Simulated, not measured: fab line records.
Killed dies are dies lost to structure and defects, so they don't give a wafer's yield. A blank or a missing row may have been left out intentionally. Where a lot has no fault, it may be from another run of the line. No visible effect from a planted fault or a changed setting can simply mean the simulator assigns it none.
2 desks looking at one fault | flow sfqLine | only its own numbers are on each desk; what lay behind them is given at the end

## AT THE METROLOGY DESK
What the gauges read, lot by lot, whatever tool the lot ran on: means of the sampled wafers that have a number. Marked OUT: a lot whose mean sits more than 4 standard deviations from the usual mean, which makes it out of limits; the brackets give that distance.
Columns: A = M4_NB_RS at SFQ_M4_RS_MEAS_924, usual 0.894 ohm/sq; B = M4_OVL at SFQ_M4_OVL_MEAS_926, usual -1 nm
lot  | first seen here | A     | B
L917 | day 44 14:19    | 0.911 | -1
L921 | day 46 00:14    | 0.900 | 8
L923 | day 46 17:45    | 0.892 | -1
L925 | day 47 08:21    | 0.893 | 10
L933 | day 50 08:33    | 0.895 | 1
L934 | day 51 03:46    | 0.895 | 3
This desk found nothing out of limits on any of the 6 lots.

## AT THE TOOL OWNER'S DESK: rieMetal-03
The tool's own readings at SFQ_TRILAYER_M4_BARC_OPEN_METAL_ETCH_123 (etches BARC in O2, target depth 125 nm, time 41.7 s): means of the sampled wafers that have a number, for each lot that ran on this tool. Marked OUT: a lot whose mean sits more than 4 standard deviations from the usual mean, which makes it out of limits; the brackets give that distance.
Columns: A = drypumpMotorCurrentA at SFQ_TRILAYER_M4_BARC_OPEN_METAL_ETCH_123, usual 5.87 A; B = oesProductAu at SFQ_TRILAYER_M4_BARC_OPEN_METAL_ETCH_123, usual 0.685 a.u.; C = runLengthS at SFQ_TRILAYER_M4_BARC_OPEN_METAL_ETCH_123, usual 70.3 s
lot  | first seen here | A    | B     | C
L921 | day 46 03:14    | 5.74 | 0.683 | 70.1
L923 | day 46 20:20    | 5.92 | 0.679 | 71.6
L925 | day 47 10:47    | 5.92 | 0.675 | 72.2
This desk found nothing out of limits on any of the 3 lots.

## BROUGHT TOGETHER
The metrology desk saw nothing out of limits.
The desk of the tool owner found nothing out of limits.

## WHAT WAS PUT IN BY THE SIMULATOR
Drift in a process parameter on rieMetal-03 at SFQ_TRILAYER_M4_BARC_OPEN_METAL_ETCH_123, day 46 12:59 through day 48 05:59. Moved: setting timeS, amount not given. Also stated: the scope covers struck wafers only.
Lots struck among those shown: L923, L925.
